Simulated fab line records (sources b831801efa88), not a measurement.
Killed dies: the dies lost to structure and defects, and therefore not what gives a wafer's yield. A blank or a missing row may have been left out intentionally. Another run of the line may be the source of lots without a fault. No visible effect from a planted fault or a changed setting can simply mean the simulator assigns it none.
Which tool is to blame? / flow gf180mcu / Sampling: 12 lots, 35 wafers, 5 of 602 route steps

WHAT EACH GAUGE READ, for each wafer
GF_HV_LDD_OVL_MEAS_32. Usual: HV_LDD_02_OVL typically reads 0.3 nm, with standard deviation 1.4.
lot=L470; measured=day 11 12:17; on=overlay-02; HV_LDD_02_OVL (nm)=-0.2 -2.9 -0.6; flag=
lot=L471; measured=day 11 21:17; on=overlay-02; HV_LDD_02_OVL (nm)=-1.6 1.0 0.9; flag=
lot=L472; measured=day 12 14:35; on=overlay-01; HV_LDD_02_OVL (nm)=0.9 2.4 1.9; flag=
lot=L473; measured=day 12 23:17; on=overlay-02; HV_LDD_02_OVL (nm)=-1.4 0.2 -0.6; flag=
lot=L474; measured=day 12 23:35; on=overlay-02; HV_LDD_02_OVL (nm)=1.5 0.9 0.7; flag=
lot=L475; measured=day 13 05:02; on=overlay-01; HV_LDD_02_OVL (nm)=1.0 2.9 1.6; flag=
lot=L479; measured=day 14 18:25; on=overlay-02; HV_LDD_02_OVL (nm)=0.3 -1.6; flag=
lot=L483; measured=day 15 18:44; on=overlay-02; HV_LDD_02_OVL (nm)=-0.5 -1.6 -1.1; flag=
lot=L485; measured=day 16 09:08; on=overlay-01; HV_LDD_02_OVL (nm)=-0.5 2.0 3.7; flag=
lot=L491; measured=day 18 09:59; on=overlay-01; HV_LDD_02_OVL (nm)=1.7 2.5 3.0; flag=
lot=L492; measured=day 18 15:07; on=overlay-01; HV_LDD_02_OVL (nm)=-0.9 -2.0 -0.8; flag=
lot=L493; measured=day 19 07:47; on=overlay-02; HV_LDD_02_OVL (nm)=0.2 -0.5 0.0; flag=

GF_PSD_RS_MEAS_14: a four-point-probe measurement. Usual: NSD_RS typically reads 46.15 ohm/sq, with standard deviation 0.11.
lot=L470; measured=day 14 03:46; on=film-metro-02; NSD_RS (ohm/sq)=46.16 46.11 46.09; flag=
lot=L471; measured=day 14 13:05; on=film-metro-02; NSD_RS (ohm/sq)=46.08 46.13 46.21; flag=
lot=L472; measured=day 15 08:06; on=film-metro-04; NSD_RS (ohm/sq)=46.12 46.00 46.05; flag=
lot=L473; measured=day 15 17:15; on=film-metro-03; NSD_RS (ohm/sq)=46.18 46.14 46.15; flag=
lot=L474; measured=day 15 19:06; on=film-metro-03; NSD_RS (ohm/sq)=46.06 46.00 46.13; flag=
lot=L475; measured=day 16 00:40; on=film-metro-04; NSD_RS (ohm/sq)=46.23 46.18 46.32; flag=
lot=L479; measured=day 17 17:33; on=film-metro-03; NSD_RS (ohm/sq)=46.03 43.34; flag=OFF
lot=L483; measured=day 18 20:54; on=film-metro-04; NSD_RS (ohm/sq)=46.23 46.16 46.25; flag=
lot=L485; measured=day 19 10:51; on=film-metro-04; NSD_RS (ohm/sq)=46.20 46.18 46.18; flag=
lot=L491; measured=day 21 14:46; on=film-metro-04; NSD_RS (ohm/sq)=46.04 46.21 46.19; flag=
lot=L492; measured=day 21 20:33; on=film-metro-04; NSD_RS (ohm/sq)=46.20 46.22 46.16; flag=
lot=L493; measured=day 22 12:19; on=film-metro-02; NSD_RS (ohm/sq)=46.07 45.99 46.08; flag=

GF_PSD_RS_MEAS_15: a four-point-probe measurement. Usual: PSD_RS typically reads 108.59 ohm/sq, with standard deviation 0.28.
lot=L470; measured=day 14 03:53; on=film-metro-02; PSD_RS (ohm/sq)=108.55 108.63 108.30; flag=
lot=L471; measured=day 14 13:13; on=film-metro-02; PSD_RS (ohm/sq)=108.35 108.25 108.61; flag=
lot=L472; measured=day 15 08:13; on=film-metro-04; PSD_RS (ohm/sq)=108.38 108.37 108.64; flag=
lot=L473; measured=day 15 17:22; on=film-metro-03; PSD_RS (ohm/sq)=108.44 108.65 108.75; flag=
lot=L474; measured=day 15 19:13; on=film-metro-03; PSD_RS (ohm/sq)=108.62 108.54 108.63; flag=
lot=L475; measured=day 16 00:47; on=film-metro-04; PSD_RS (ohm/sq)=108.76 108.79 108.84; flag=
lot=L479; measured=day 17 17:40; on=film-metro-03; PSD_RS (ohm/sq)=108.49 103.23; flag=OFF
lot=L483; measured=day 18 21:01; on=film-metro-04; PSD_RS (ohm/sq)=108.54 108.34 108.63; flag=
lot=L485; measured=day 19 10:58; on=film-metro-04; PSD_RS (ohm/sq)=108.48 108.78 108.32; flag=
lot=L491; measured=day 21 14:53; on=film-metro-04; PSD_RS (ohm/sq)=108.81 108.56 108.69; flag=
lot=L492; measured=day 21 20:40; on=film-metro-04; PSD_RS (ohm/sq)=108.99 108.89 108.94; flag=
lot=L493; measured=day 22 12:26; on=film-metro-02; PSD_RS (ohm/sq)=108.21 108.23 108.34; flag=

WHAT TOOL EACH LOT RAN ON (gives the tool, then ch and the chambers of the sampled wafers, and finally the start)
lot=L470; GF_HV_LDD_STRIP_37=plasma-asher-01 ch 0,1, day 11 12:56; GF_PSD_RTA_13=rtp-anneal-02 ch 0, day 14 03:40
lot=L471; GF_HV_LDD_STRIP_37=plasma-asher-03 ch 0,1, day 11 21:57; GF_PSD_RTA_13=rtp-anneal-02 ch 0, day 14 12:59
lot=L472; GF_HV_LDD_STRIP_37=plasma-asher-01 ch 0,1, day 12 15:13; GF_PSD_RTA_13=rtp-anneal-01 ch 0, day 15 08:01
lot=L473; GF_HV_LDD_STRIP_37=plasma-asher-02 ch 0,1, day 12 23:55; GF_PSD_RTA_13=rtp-anneal-01 ch 0, day 15 17:10
lot=L474; GF_HV_LDD_STRIP_37=plasma-asher-03 ch 0,1, day 13 00:13; GF_PSD_RTA_13=rtp-anneal-02 ch 0, day 15 19:01
lot=L475; GF_HV_LDD_STRIP_37=plasma-asher-03 ch 0,1, day 13 05:40; GF_PSD_RTA_13=rtp-anneal-02 ch 0, day 16 00:35
lot=L479; GF_HV_LDD_STRIP_37=plasma-asher-02 ch 0,1, day 14 19:04; GF_PSD_RTA_13=rtp-anneal-02 ch 0, day 17 17:28
lot=L483; GF_HV_LDD_STRIP_37=plasma-asher-02 ch 0,1, day 15 19:23; GF_PSD_RTA_13=rtp-anneal-01 ch 0, day 18 20:48
lot=L485; GF_HV_LDD_STRIP_37=plasma-asher-02 ch 0,1, day 16 09:46; GF_PSD_RTA_13=rtp-anneal-01 ch 0, day 19 10:46
lot=L491; GF_HV_LDD_STRIP_37=plasma-asher-01 ch 0,1, day 18 10:37; GF_PSD_RTA_13=rtp-anneal-02 ch 0, day 21 14:41
lot=L492; GF_HV_LDD_STRIP_37=plasma-asher-03 ch 0,1, day 18 15:46; GF_PSD_RTA_13=rtp-anneal-01 ch 0, day 21 20:28
lot=L493; GF_HV_LDD_STRIP_37=plasma-asher-03 ch 0,1, day 19 08:25; GF_PSD_RTA_13=rtp-anneal-02 ch 0, day 22 12:14
- GF_HV_LDD_STRIP_37: strips in O2/N2.
- GF_PSD_RTA_13: time 20 s.

AS READ BY THE TOOLS THEMSELVES (means over the sampled wafers that have a number; for cases with no such wafer, the mark the record gives instead)
GF_HV_LDD_STRIP_37. Usual: drypump-motor-current-A 5.8 A, standard deviation 0.41; heater-power-w 339 W, standard deviation 38; oes-product-au 0.716 a.u., standard deviation 0.0047; strip-time-to-endpoint-s 12.62 s, standard deviation 0.036.
lot=L470; tool=plasma-asher-01; drypump-motor-current-A (A)=6.2; heater-power-w (W)=315; oes-product-au (a.u.)=0.717; strip-time-to-endpoint-s (s)=12.58; flag=
lot=L471; tool=plasma-asher-03; drypump-motor-current-A (A)=5.5; heater-power-w (W)=308; oes-product-au (a.u.)=0.722; strip-time-to-endpoint-s (s)=12.59; flag=
lot=L472; tool=plasma-asher-01; drypump-motor-current-A (A)=6.2; heater-power-w (W)=314; oes-product-au (a.u.)=0.713; strip-time-to-endpoint-s (s)=12.61; flag=
lot=L473; tool=plasma-asher-02; drypump-motor-current-A (A)=6.1; heater-power-w (W)=395; oes-product-au (a.u.)=0.717; strip-time-to-endpoint-s (s)=12.62; flag=
lot=L474; tool=plasma-asher-03; drypump-motor-current-A (A)=5.5; heater-power-w (W)=322; oes-product-au (a.u.)=0.716; strip-time-to-endpoint-s (s)=12.63; flag=
lot=L475; tool=plasma-asher-03; drypump-motor-current-A (A)=5.5; heater-power-w (W)=313; oes-product-au (a.u.)=0.713; strip-time-to-endpoint-s (s)=12.60; flag=
lot=L479; tool=plasma-asher-02; drypump-motor-current-A (A)=5.9; heater-power-w (W)=394; oes-product-au (a.u.)=0.712; strip-time-to-endpoint-s (s)=12.61; flag=
lot=L483; tool=plasma-asher-02; drypump-motor-current-A (A)=5.7; heater-power-w (W)=378; oes-product-au (a.u.)=0.716; strip-time-to-endpoint-s (s)=12.62; flag=
lot=L485; tool=plasma-asher-02; drypump-motor-current-A (A)=6.1; heater-power-w (W)=403; oes-product-au (a.u.)=0.716; strip-time-to-endpoint-s (s)=12.68; flag=
lot=L491; tool=plasma-asher-01; drypump-motor-current-A (A)=6.3; heater-power-w (W)=318; oes-product-au (a.u.)=0.717; strip-time-to-endpoint-s (s)=12.63; flag=
lot=L492; tool=plasma-asher-03; drypump-motor-current-A (A)=5.7; heater-power-w (W)=336; oes-product-au (a.u.)=0.715; strip-time-to-endpoint-s (s)=12.65; flag=
lot=L493; tool=plasma-asher-03; drypump-motor-current-A (A)=5.7; heater-power-w (W)=330; oes-product-au (a.u.)=0.720; strip-time-to-endpoint-s (s)=12.60; flag=

GF_PSD_RTA_13. Usual: anneal-temp-c-max 1029.4, standard deviation 0.77; lamp-power-pct 36.2 %, standard deviation 0.7; run-length-s 48.6 s, standard deviation 0.46; wafer_temp_C_max 1029.1, standard deviation 1.5.
lot=L470; tool=rtp-anneal-02; anneal-temp-c-max=1029.5; lamp-power-pct (%)=36.7; run-length-s (s)=48.5; wafer_temp_C_max=1027.4; flag=
lot=L471; tool=rtp-anneal-02; anneal-temp-c-max=1029.4; lamp-power-pct (%)=36.6; run-length-s (s)=48.8; wafer_temp_C_max=1028.3; flag=
lot=L472; tool=rtp-anneal-01; anneal-temp-c-max=1030.2; lamp-power-pct (%)=35.2; run-length-s (s)=48.6; wafer_temp_C_max=1030.6; flag=
lot=L473; tool=rtp-anneal-01; anneal-temp-c-max=1029.5; lamp-power-pct (%)=35.2; run-length-s (s)=48.6; wafer_temp_C_max=1031.4; flag=
lot=L474; tool=rtp-anneal-02; anneal-temp-c-max=1030.1; lamp-power-pct (%)=36.6; run-length-s (s)=48.5; wafer_temp_C_max=1028.9; flag=
lot=L475; tool=rtp-anneal-02; anneal-temp-c-max=1029.6; lamp-power-pct (%)=36.6; run-length-s (s)=48.8; wafer_temp_C_max=1027.7; flag=
lot=L479; tool=rtp-anneal-02; anneal-temp-c-max=1029.4; lamp-power-pct (%)=36.7; run-length-s (s)=55.2; wafer_temp_C_max=1028.0; flag=OFF
lot=L483; tool=rtp-anneal-01; anneal-temp-c-max=1029.3; lamp-power-pct (%)=35.2; run-length-s (s)=48.8; wafer_temp_C_max=1031.4; flag=
lot=L485; tool=rtp-anneal-01; anneal-temp-c-max=1029.1; lamp-power-pct (%)=35.2; run-length-s (s)=48.9; wafer_temp_C_max=1030.7; flag=
lot=L491; tool=rtp-anneal-02; anneal-temp-c-max=1029.1; lamp-power-pct (%)=36.7; run-length-s (s)=48.4; wafer_temp_C_max=1028.3; flag=
lot=L492; tool=rtp-anneal-01; anneal-temp-c-max=1030.1; lamp-power-pct (%)=35.2; run-length-s (s)=48.7; wafer_temp_C_max=1030.0; flag=
lot=L493; tool=rtp-anneal-02; anneal-temp-c-max=1029.1; lamp-power-pct (%)=36.6; run-length-s (s)=48.5; wafer_temp_C_max=1027.8; flag=

THE ANSWER, worked out from the rows above alone
Rule: a lot counts as off when the mean over its wafers that have a number is more than 3 standard deviations away from the usual mean. Also off: a lot with no number at a reading for which 4 or more lots have one. The other lots that the step has rows for count as sound. The gauges are gone through in route order, then the tools' own readings, and for those a lot's mean is taken as printed above. The first step at which some lot is off is used, and at that step the reading that is off furthest; a lot without a number counts as furthest.
Off: at GF_PSD_RS_MEAS_14 (NSD_RS), L479.
A tool fits if, at a process step before that reading, it ran every lot that is off, and no sound lot after the first of them. Not tried: the gauges at GF_PSD_RS_MEAS_14; whatever is off there is also off at GF_PSD_RTA_13, on other tools, and gauge error can't account for it. Of those tried, none fits.

WHAT THE SIMULATOR HAD INSERTED
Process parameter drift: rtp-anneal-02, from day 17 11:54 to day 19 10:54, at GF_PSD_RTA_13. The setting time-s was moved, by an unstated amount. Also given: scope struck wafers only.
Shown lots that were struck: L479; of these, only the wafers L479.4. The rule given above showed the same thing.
